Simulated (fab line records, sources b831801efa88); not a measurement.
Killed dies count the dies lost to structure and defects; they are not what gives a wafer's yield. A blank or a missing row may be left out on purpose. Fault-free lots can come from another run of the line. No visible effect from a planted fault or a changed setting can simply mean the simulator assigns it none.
fab line records	flow sky130
record lots=6	wafers=18	last-day=50
route steps=708 shown SD_N@344 SD_P@359 RES_XHIGH@360 PAD_OPEN@708
lots that met no fault: from a run of the same line without faults
start-h: start of the lot's first displayed wafer, in hours after the record's first day	wait-h: hours from the lot's prior step to this one	" repeats the value in the row above	L1.1+2: one row covering several wafers at once	- value missing, or start not given	* or withheld: withheld	< > ~ a bound
route shown NAME@n: NAME is a module with steps in the file, n the number in the route of the first one	usual: average and standard deviation across the fault-free wafers	same: alike in all rows	chamber/n: place in a boat	sites: readings site by site	_std_site: the standard deviation of these	_edge_site: mean of outer sites minus mean of inner sites	radius-mm: for every site, how far away it sits from the centre of the wafer	mask NAME#n: copy n	behind: the last tool/chamber to shape the wafer	hold: what put the lot on hold/how long, in hours/how the hold closed	device: whichever transistor did not switch (one of n, p or np)	end of line: the tests these same wafers got at the end of their route	a step given without rows: its recipe and nothing more	killed: dies lost to structure and defects at the first sort, not the wafer's yield	map: per-die view of a wafer (x killed, . not killed, _ where there is no die)
set.NAME: setting as actually run; set.NAME@STEP: the setting as run at that earlier step	model.NAME: the simulator's own value behind a step, which no gauge read
lots at selected steps of the route; one table per step, one row per wafer
services: from which hour (start-h, from the record's first day; less than 0 if before it) a tool's chamber was out of use, for how many hours, and why
## steps
# step SKY_SD_N_COAT_02
# recipe resist=NOVOLAK	spin-rpm=3000	resist-thk-nm=1140
# step SKY_SD_N_SOFTBAKE_03
# recipe temp-c=90	time-s=60	resist=NOVOLAK
# step SKY_SD_N_EXPOSE_04
# recipe mask-id=NSDM	na=0.6	source-shape=conventional	sigma-outer=0.6	polarization=unpolarized	target-cd-nm=380	dose-mj=141
# step SKY_SD_N_PEB_05
# recipe temp-c=withheld	time-s=*	resist=NOVOLAK
# step SKY_SD_N_DEVELOP_06
# recipe resist=NOVOLAK	developer=TMAH	develop-time-s=60	dev-temp-c=23
# step SKY_SD_N_CD_MEAS_07
# recipe target-cd-nm=380
# usual cd-nm=379.7/2.4
lot.wafer	tool	chamber	start-h	wait-h	cd-nm
L259.2	cd-sem-01	-	694.41	0.1	381.3
L259.3	"	-	"	"	383.2
L259.5	"	-	"	"	384.7
L267.1	cd-sem-02	-	754.99	0.1	382.4
L267.4	"	-	"	"	384.5
L267.6	"	-	"	"	384.3
L268.1	cd-sem-01	-	759.52	0.1	377.4
L268.2	"	-	"	"	380.0
L268.4	"	-	"	"	380.0
L269.1	cd-sem-02	-	763.79	0.1	378.5
L269.3	"	-	"	"	380.4
L269.4	"	-	"	"	379.7
L276.2	cd-sem-02	-	827.85	0.1	378.7
L276.4	"	-	"	"	380.7
L276.6	"	-	"	"	378.2
L277.1	cd-sem-02	-	834.74	0.1	379.4
L277.4	"	-	"	"	380.0
L277.6	"	-	"	"	379.8
# step SKY_SD_N_OVL_MEAS_08
# usual SD_N_OVL=1.0/1.3
lot.wafer	tool	chamber	start-h	wait-h	SD_N_OVL[nm]
L259.2	overlay-02	-	694.52	0.1	0.7
L259.3	"	-	"	"	1.5
L259.5	"	-	"	"	2.9
L267.1	overlay-01	-	755.11	0.1	0.2
L267.4	"	-	"	"	1.2
L267.6	"	-	"	"	0.7
L268.1	overlay-01	-	759.64	0.1	1.5
L268.2	"	-	"	"	0.6
L268.4	"	-	"	"	-0.3
L269.1	overlay-02	-	763.91	0.1	-0.8
L269.3	"	-	"	"	0.9
L269.4	"	-	"	"	2.3
L276.2	overlay-02	-	827.96	0.1	1.3
L276.4	"	-	"	"	1.1
L276.6	"	-	"	"	0.4
L277.1	overlay-02	-	834.86	0.1	3.2
L277.4	"	-	"	"	2.4
L277.6	"	-	"	"	2.5
# step SKY_SD_N_IMPLANT_09
# recipe species=As	energy-kev=50	dose-cm2=4e+15	tilt-deg=0
# step SKY_SD_N_IMPLANT_10
# recipe species=P	energy-kev=20	dose-cm2=1e+14	tilt-deg=0
# step SKY_SD_N_STRIP_11
# recipe chemistry=O2/N2	power-w=1400	pressure-mtorr=1500	platen-temp-c=withheld	o2-flow-sccm=3000	n2-flow-sccm=300	overash-fraction=0.5
# usual chamber-pressure-mTorr=1500.0/1.4	drypump-motor-current-A=6.0/0.74	oes-product-au=0.528/0.0048	strip-time-to-endpoint-s=22.57/0.042
lot.wafer	tool	chamber	start-h	wait-h	chamber-pressure-mTorr	drypump-motor-current-A	oes-product-au	rf-hours-counter-h	strip-time-to-endpoint-s
L259.2	plasma-asher-03	1	694.85	0.1	1504.0	6.7	0.530	102	22.59
L259.3	"	1	"	"	1499.7	6.7	0.534	-	22.60
L259.5	"	0	"	"	1499.7	6.5	0.536	-	22.59
L267.1	plasma-asher-03	0	755.45	0.1	1498.9	6.5	0.532	1	22.53
L267.4	"	0	"	"	1499.8	6.5	0.529	-	22.48
L267.6	"	0	"	"	1500.4	6.5	0.533	-	22.50
L268.1	plasma-asher-03	0	759.98	0.1	1499.9	6.5	0.530	2	22.59
L268.2	"	1	"	"	1501.0	6.7	0.532	2	22.56
L268.4	"	0	"	"	1502.6	6.5	0.521	-	22.62
L269.1	plasma-asher-03	0	764.25	0.1	1501.0	6.4	0.525	2	22.66
L269.3	"	1	"	"	1500.8	6.7	0.528	-	22.60
L269.4	"	0	"	"	1500.9	6.5	0.530	-	22.60
L276.2	plasma-asher-03	1	828.29	0.1	1499.5	6.7	0.527	8	22.57
L276.4	"	0	"	"	1497.5	6.5	0.529	-	22.56
L276.6	"	1	"	"	1500.9	6.7	0.535	-	22.58
L277.1	plasma-asher-01	1	835.20	0.1	1499.5	6.7	0.532	45	22.57
L277.4	"	0	"	"	1501.2	5.9	0.528	-	22.61
L277.6	"	1	"	"	1497.9	6.7	0.518	-	22.59
# step SKY_SD_N_TW_MEAS_12
# usual SD_N_TW=3958/42
lot.wafer	tool	chamber	start-h	wait-h	SD_N_TW
L259.2	film-metro-03	-	694.96	0.1	3923
L259.3	"	-	"	"	3915
L259.5	"	-	"	"	3919
L267.1	film-metro-03	-	755.55	0.1	3950
L267.4	"	-	"	"	3950
L267.6	"	-	"	"	3954
L268.1	film-metro-01	-	760.08	0.1	4062
L268.2	"	-	"	"	4026
L268.4	"	-	"	"	4037
L269.1	film-metro-01	-	764.35	0.1	4048
L269.3	"	-	"	"	4077
L269.4	"	-	"	"	4064
L276.2	film-metro-04	-	828.40	0.1	3987
L276.4	"	-	"	"	3976
L276.6	"	-	"	"	3970
L277.1	film-metro-01	-	835.30	0.1	4023
L277.4	"	-	"	"	4040
L277.6	"	-	"	"	4037
# step SKY_SD_N_CLEAN_13
# recipe chemistry=SC1/SC2	mix=1:4:20	temp-c=70	time-s=150	dry=n2-spin
# step SKY_SD_N_RTA_14
# recipe temp-c=1075	time-s=2	idle-temp-c=650	ramp-up-c-per-s=150	ramp-down-c-per-s=90	ambient=N2
# usual lamp-power-pct=15.72/0.056	wafer_temp_C_max=1078.1/1.3
lot.wafer	tool	chamber	start-h	wait-h	lamp-power-pct	wafer_temp_C_max
L259.2	rtp-anneal-02	0	695.06	0.0	15.73	1077.6
L259.3	"	0	"	"	15.71	1077.3
L259.5	"	0	"	"	15.76	1077.7
L267.1	rtp-anneal-02	0	755.66	0.0	15.68	1077.5
L267.4	"	0	"	"	15.68	1079.4
L267.6	"	0	"	"	15.66	1076.5
L268.1	rtp-anneal-01	0	760.19	0.0	15.76	1077.8
L268.2	"	0	"	"	15.76	1077.8
L268.4	"	0	"	"	15.74	1077.3
L269.1	rtp-anneal-02	0	764.46	0.0	15.76	1077.4
L269.3	"	0	"	"	15.73	1077.1
L269.4	"	0	"	"	15.72	1079.6
L276.2	rtp-anneal-01	0	828.51	0.0	15.88	1077.7
L276.4	"	0	"	"	15.63	1077.4
L276.6	"	0	"	"	15.68	1079.1
L277.1	rtp-anneal-02	0	835.41	0.0	15.66	1077.9
L277.4	"	0	"	"	15.75	1077.3
L277.6	"	0	"	"	15.71	1080.6
# step SKY_SD_N_RS_MEAS_16
# recipe thk-meas-gauge=four-point-probe
# usual SD_N_RS=68.53/0.15
lot.wafer	tool	chamber	start-h	wait-h	hold	SD_N_RS[ohm/sq]
L259.2	film-metro-01	-	695.25	0.1	-	68.64
L259.3	"	-	"	"	-	68.59
L259.5	"	-	"	"	-	68.62
L267.1	film-metro-04	-	755.83	0.1	await-dispo/0.2h/release	71.34
L267.4	"	-	"	"	await-dispo/0.2h/release	71.42
L267.6	"	-	"	"	await-dispo/0.2h/release	71.32
L267.1	film-metro-04	-	756.19	0.3	-	71.46
L267.4	"	-	"	"	-	71.47
L267.6	"	-	"	"	-	71.40
L268.1	film-metro-03	-	760.42	0.1	-	68.45
L268.2	"	-	"	"	-	68.34
L268.4	"	-	"	"	-	68.34
L269.1	film-metro-04	-	764.63	0.1	await-dispo/0.2h/release	71.52
L269.3	"	-	"	"	await-dispo/0.2h/release	71.42
L269.4	"	-	"	"	await-dispo/0.2h/release	71.45
L269.1	film-metro-04	-	764.99	0.3	-	71.47
L269.3	"	-	"	"	-	71.39
L269.4	"	-	"	"	-	71.31
L276.2	film-metro-03	-	828.69	0.1	-	68.39
L276.4	"	-	"	"	-	68.39
L276.6	"	-	"	"	-	68.30
L277.1	film-metro-01	-	835.58	0.1	-	68.50
L277.4	"	-	"	"	-	68.52
L277.6	"	-	"	"	-	68.59
# step SKY_SD_N_RS_MEAS_17
# recipe thk-meas-gauge=four-point-probe
# usual SD_P_RS=147.0/0.45
lot.wafer	tool	chamber	start-h	wait-h	hold	SD_P_RS[ohm/sq]
L259.2	film-metro-01	-	695.37	0.1	-	147.1
L259.3	"	-	"	"	-	147.0
L259.5	"	-	"	"	-	147.3
L267.1	film-metro-04	-	759.80	3.6	await-dispo/0.2h/release	162.7
L267.4	"	-	"	"	await-dispo/0.2h/release	162.7
L267.6	"	-	"	"	await-dispo/0.2h/release	162.8
L267.1	film-metro-04	-	760.09	0.3	-	163.2
L267.4	"	-	"	"	-	162.8
L267.6	"	-	"	"	-	162.5
L268.1	film-metro-03	-	760.54	0.1	-	146.8
L268.2	"	-	"	"	-	146.5
L268.4	"	-	"	"	-	146.5
L269.1	film-metro-04	-	770.73	5.7	await-dispo/0.2h/release	162.9
L269.3	"	-	"	"	await-dispo/0.2h/release	162.1
L269.4	"	-	"	"	await-dispo/0.2h/release	162.8
L269.1	film-metro-04	-	771.01	0.3	-	162.9
L269.3	"	-	"	"	-	162.1
L269.4	"	-	"	"	-	162.8
L276.2	film-metro-03	-	828.81	0.1	-	146.8
L276.4	"	-	"	"	-	146.8
L276.6	"	-	"	"	-	147.0
L277.1	film-metro-01	-	835.70	0.1	-	147.3
L277.4	"	-	"	"	-	147.5
L277.6	"	-	"	"	-	147.2
# step SKY_SD_N_RS_MEAS_18
# recipe thk-meas-gauge=four-point-probe
# usual RES_XHIGH_RS=333.3/1
lot.wafer	tool	chamber	start-h	wait-h	hold	RES_XHIGH_RS[ohm/sq]
L259.2	film-metro-01	-	695.49	0.1	-	333.5
L259.3	"	-	"	"	-	332.6
L259.5	"	-	"	"	-	335.5
L268.1	film-metro-03	-	760.66	0.1	-	331.8
L268.2	"	-	"	"	-	331.5
L268.4	"	-	"	"	-	332.3
L267.1	film-metro-04	-	762.58	2.5	await-dispo/2.4h/release	335.8
L267.4	"	-	"	"	await-dispo/2.4h/release	337.1
L267.6	"	-	"	"	await-dispo/2.4h/release	336.3
L269.1	film-metro-04	-	773.45	2.4	await-dispo/2.1h/release	334.1
L269.3	"	-	"	"	await-dispo/2.1h/release	334.7
L269.4	"	-	"	"	await-dispo/2.1h/release	334.9
L276.2	film-metro-03	-	828.93	0.1	-	333.6
L276.4	"	-	"	"	-	331.9
L276.6	"	-	"	"	-	332.7
L277.1	film-metro-01	-	835.82	0.1	-	332.5
L277.4	"	-	"	"	-	333.6
L277.6	"	-	"	"	-	332.6
# step SKY_PAD_OPEN_PROBE_99
# usual killed_at_M0_to_M3=42/7	killed_at_M4_up=2.8/1.8	killed-at-contacts=24/5.8	killed-at-front-end=15/4.8	killed-at-other=0.3/0.56	killed-dies=84/11	killed-open=46/7.8	killed-short=38/6.3
# same gross-dies=492	killed-at-back-side=0
lot.wafer	tool	chamber	start-h	wait-h	killed_at_M0_to_M3	killed_at_M4_up	killed-at-contacts	killed-at-front-end	killed-at-other	killed-dies	killed-open	killed-short	model.etest.res-xhigh-po.line-ohm-um	model.etest.res-xhigh-po.rs-ohm-sq-range	model.etest.res-xhigh-po.rs-ohm-sq-rim-less-centre	model.etest.res-xhigh-po.rs-ohm-sq	model.etest.pfet_01v8.r-on-ohm-um	model.etest.tip-p.rs-ohm-sq	model.etest.res-pdiff.line-ohm-um	model.etest.tip-p.rs-ohm-sq-rim-less-centre
L259.2	prober-02	-	1110.61	0.1	45	1	41	15	0	102	59	42	5931	112.8	99.01	2069	2988	7007	1400	21.85
L259.3	prober-02	-	1110.66	0.2	57	4	29	16	1	107	65	42	6024	117.6	107.8	2081	2961	6986	1383	-0.7945
L259.5	prober-02	-	1110.76	0.2	45	5	25	15	0	90	49	39	5980	143.2	130.2	2095	2999	6985	1376	102
L267.1	prober-02	-	1151.26	0.1	37	1	15	20	1	74	36	36	6520	648	625.5	2243	3094	7004	1524	263.8
L267.4	prober-02	-	1151.41	0.2	34	2	18	16	0	70	34	35	6565	687.7	672.3	2311	3085	6948	1536	242.7
L267.6	prober-02	-	1151.51	0.2	42	6	32	17	1	98	51	47	6613	679.4	665.5	2302	3035	7008	1495	261
L268.1	prober-01	-	1157.61	0.1	53	4	26	16	0	99	58	40	5558	136.8	113.9	1932	2910	6845	1364	105.1
L268.2	prober-01	-	1157.66	0.1	41	4	25	24	0	94	50	41	5894	131.5	121.6	2008	2849	6872	1378	36.49
L268.4	prober-01	-	1157.76	0.2	49	5	32	17	0	103	54	49	5710	151.6	121.8	1968	2875	6829	1363	34.11
L269.1	prober-02	-	1158.73	0.1	35	2	19	13	0	69	38	31	6944	812.6	786.6	2419	3137	6993	1523	210.4
L269.3	prober-02	-	1158.83	0.2	38	2	22	15	0	77	43	34	6610	760.4	746.5	2305	3115	7061	1494	270.2
L269.4	prober-02	-	1158.88	0.2	37	4	25	16	0	82	38	44	6428	792.1	777.5	2294	3218	7016	1494	211.2
L276.2	prober-01	-	1201.65	0.1	38	1	28	6	2	75	45	28	5444	90.21	70.48	1950	3064	6995	1400	9.043
L276.4	prober-01	-	1201.75	0.2	29	2	21	10	1	63	30	32	5864	96.74	63.52	2049	3087	6972	1424	26.23
L276.6	prober-01	-	1201.85	0.2	47	0	24	12	0	83	46	37	5891	110.2	51.61	2069	3042	7006	1412	-17.74
L277.1	prober-02	-	1203.40	0.1	33	4	35	10	0	82	42	40	5641	117.3	91.83	1980	2922	6932	1413	-14.58
L277.4	prober-02	-	1203.55	0.2	29	0	21	6	0	56	33	23	5666	119.2	112.2	1982	2981	6996	1387	87.54
L277.6	prober-02	-	1203.65	0.2	38	5	24	6	0	73	34	39	5380	99.29	85.88	1893	2915	6928	1384	50.24
# killed by level:class
L259.2 LI_CONTACT:geometric-particle:open=13 CONTACT:geometric-particle:open=11 VIA1:geometric-particle:open=11 METAL1:geometric-particle:short=9 LOCAL_INTERCONNECT:geometric-particle:short=8 VIA3:geometric-particle:open=8 VIA2:geometric-particle:open=7 CONTACT:geometric-particle:short=5
L259.3 VIA2:geometric-particle:open=11 CONTACT:geometric-particle:open=10 VIA3:geometric-particle:open=9 LI_CONTACT:geometric-particle:open=8 METAL1:geometric-particle:short=8 METAL2:geometric-particle:short=7 VIA1:geometric-particle:open=7 POLY_GATE:geometric-particle:open=6
L259.5 VIA2:geometric-particle:open=11 LI_CONTACT:geometric-particle:open=9 VIA1:geometric-particle:open=9 METAL1:geometric-particle:short=9 CONTACT:geometric-particle:open=7 VIA3:geometric-particle:open=4 POLY_GATE:geometric-particle:short=3 POLY_CUT:geometric-particle:short=3
L267.1 VIA1:geometric-particle:open=10 LI_CONTACT:geometric-particle:short=6 POLY_GATE:geometric-particle:short=5 VIA3:geometric-particle:open=5 VIA2:geometric-particle:open=5 FIELD_ISO:geometric-particle:short=4 POLY_GATE:geometric-particle:open=4 VIA1:geometric-particle:short=4
L267.4 VIA1:geometric-particle:open=9 FIELD_ISO:geometric-particle:short=7 LI_CONTACT:geometric-particle:open=6 VIA1:geometric-particle:short=6 METAL2:geometric-particle:short=5 CONTACT:geometric-particle:open=4 CONTACT:geometric-particle:short=4 VIA3:geometric-particle:short=4
L267.6 VIA1:geometric-particle:open=17 CONTACT:geometric-particle:open=10 LI_CONTACT:geometric-particle:open=7 CONTACT:geometric-particle:short=7 METAL2:geometric-particle:short=7 POLY_GATE:geometric-particle:short=5 LOCAL_INTERCONNECT:geometric-particle:short=5 FIELD_ISO:geometric-particle:short=4
L268.1 VIA1:geometric-particle:open=16 VIA3:geometric-particle:open=11 CONTACT:geometric-particle:open=9 LI_CONTACT:geometric-particle:open=8 VIA1:geometric-particle:short=8 FIELD_ISO:geometric-particle:short=7 VIA2:geometric-particle:short=5 CONTACT:geometric-particle:short=4
L268.2 CONTACT:geometric-particle:open=10 VIA1:geometric-particle:open=10 VIA2:geometric-particle:open=7 VIA3:geometric-particle:open=7 FIELD_ISO:geometric-particle:short=5 LI_CONTACT:geometric-particle:short=5 VIA3:geometric-particle:short=5 FIELD_ISO:geometric-particle:open=4
L268.4 CONTACT:geometric-particle:open=13 VIA1:geometric-particle:open=12 VIA1:geometric-particle:short=8 LI_CONTACT:geometric-particle:open=8 VIA2:geometric-particle:open=8 CONTACT:geometric-particle:short=6 FIELD_ISO:geometric-particle:short=5 METAL2:geometric-particle:short=5
L269.1 VIA1:geometric-particle:open=10 CONTACT:geometric-particle:open=7 LI_CONTACT:geometric-particle:open=5 FIELD_ISO:geometric-particle:short=5 VIA1:geometric-particle:short=5 POLY_GATE:geometric-particle:short=4 VIA2:geometric-particle:open=4 VIA3:geometric-particle:open=4
L269.3 VIA1:geometric-particle:open=14 CONTACT:geometric-particle:open=10 LI_CONTACT:geometric-particle:open=5 METAL2:geometric-particle:short=5 VIA1:geometric-particle:short=4 VIA2:geometric-particle:open=4 FIELD_ISO:geometric-particle:open=3 FIELD_ISO:geometric-particle:short=3
L269.4 CONTACT:geometric-particle:short=9 VIA1:geometric-particle:open=7 VIA3:geometric-particle:open=7 LI_CONTACT:geometric-particle:open=6 CONTACT:geometric-particle:open=5 VIA1:geometric-particle:short=5 POLY_GATE:geometric-particle:short=4 LI_CONTACT:geometric-particle:short=4
L276.2 VIA1:geometric-particle:open=12 LI_CONTACT:geometric-particle:open=9 CONTACT:geometric-particle:open=9 CONTACT:geometric-particle:short=5 METAL1:geometric-particle:short=4 METAL2:geometric-particle:short=4 VIA2:geometric-particle:open=4 VIA2:geometric-particle:short=4
L276.4 LI_CONTACT:geometric-particle:open=9 CONTACT:geometric-particle:open=7 METAL1:geometric-particle:short=5 VIA1:geometric-particle:open=5 VIA1:geometric-particle:short=4 METAL2:geometric-particle:short=4 VIA2:geometric-particle:short=4 CONTACT:geometric-particle:short=3
L276.6 VIA1:geometric-particle:open=9 CONTACT:geometric-particle:open=8 METAL1:geometric-particle:short=8 VIA3:geometric-particle:open=7 METAL2:geometric-particle:short=7 LI_CONTACT:geometric-particle:open=6 CONTACT:geometric-particle:short=5 VIA2:geometric-particle:open=5
L277.1 CONTACT:geometric-particle:open=11 LI_CONTACT:geometric-particle:open=9 VIA1:geometric-particle:open=7 VIA2:geometric-particle:open=6 METAL2:geometric-particle:short=6 LI_CONTACT:geometric-particle:short=5 CONTACT:geometric-particle:short=5 LOCAL_INTERCONNECT:geometric-particle:short=4
L277.4 LI_CONTACT:geometric-particle:open=8 VIA3:geometric-particle:open=5 CONTACT:geometric-particle:open=5 VIA2:geometric-particle:open=4 FIELD_ISO:geometric-particle:open=3 METAL2:geometric-particle:open=3 LOCAL_INTERCONNECT:geometric-particle:short=3 VIA1:geometric-particle:short=3
L277.6 CONTACT:geometric-particle:open=9 LI_CONTACT:geometric-particle:open=6 METAL2:geometric-particle:short=6 LI_CONTACT:geometric-particle:short=5 VIA2:geometric-particle:open=5 VIA1:geometric-particle:short=5 VIA1:geometric-particle:open=4 METAL1:geometric-particle:short=4
## services
tool	chamber	start-h	hours	kind
plasma-asher-01	-	721.63	1.6	repair
rtp-anneal-02	-	724.12	0.9	pm
plasma-asher-03	-	733.75	9.0	pm
plasma-asher-03	0	733.75	9.0	vent-cycle
plasma-asher-03	1	733.75	9.0	vent-cycle
plasma-asher-03	0	742.75	-	clean
plasma-asher-03	1	742.75	-	clean
plasma-asher-03	-	806.11	4.6	repair
## key
first-sign step=SKY_SD_N_RS_MEAS_16	reading=visit	direction=added
effect step=SKY_SD_N_RS_MEAS_16	reading=SD_N_RS	direction=up	sigmas=19	usual=68.53	struck=71.41
effect step=SKY_SD_N_RS_MEAS_17	reading=visit	direction=added
effect step=SKY_SD_N_RS_MEAS_17	reading=SD_P_RS	direction=up	sigmas=35	usual=147.0	struck=162.7
effect step=SKY_SD_N_RS_MEAS_18	reading=RES_XHIGH_RS	direction=up	sigmas=2.1	usual=333.3	struck=335.5
model-effect step=SKY_PAD_OPEN_PROBE_99	value=etest.res-xhigh-po.line-ohm-um	without=5588	struck=6613
met-at SKY_SD_N_RTA_14
struck-wafers L267.1,L267.4,L267.6,L269.1,L269.3,L269.4
tester-left-out L267,L269
onset-between 695.06 755.66
fault kind=process-parameter-drift	tool=rtp-anneal-02	chamber=-	onset-h=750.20	steps=SKY_SD_N_RTA_14	channel=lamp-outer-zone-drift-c	offset=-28	shape=step	end-h=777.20
# tester-left-out: of these lots the tester's yield and bins aren't shown, on N5 and GAA mostly nor the transistor test; their killed dies are dies lost to structure and defects alone, not to doping, threshold or leakage, so they don't give the yield
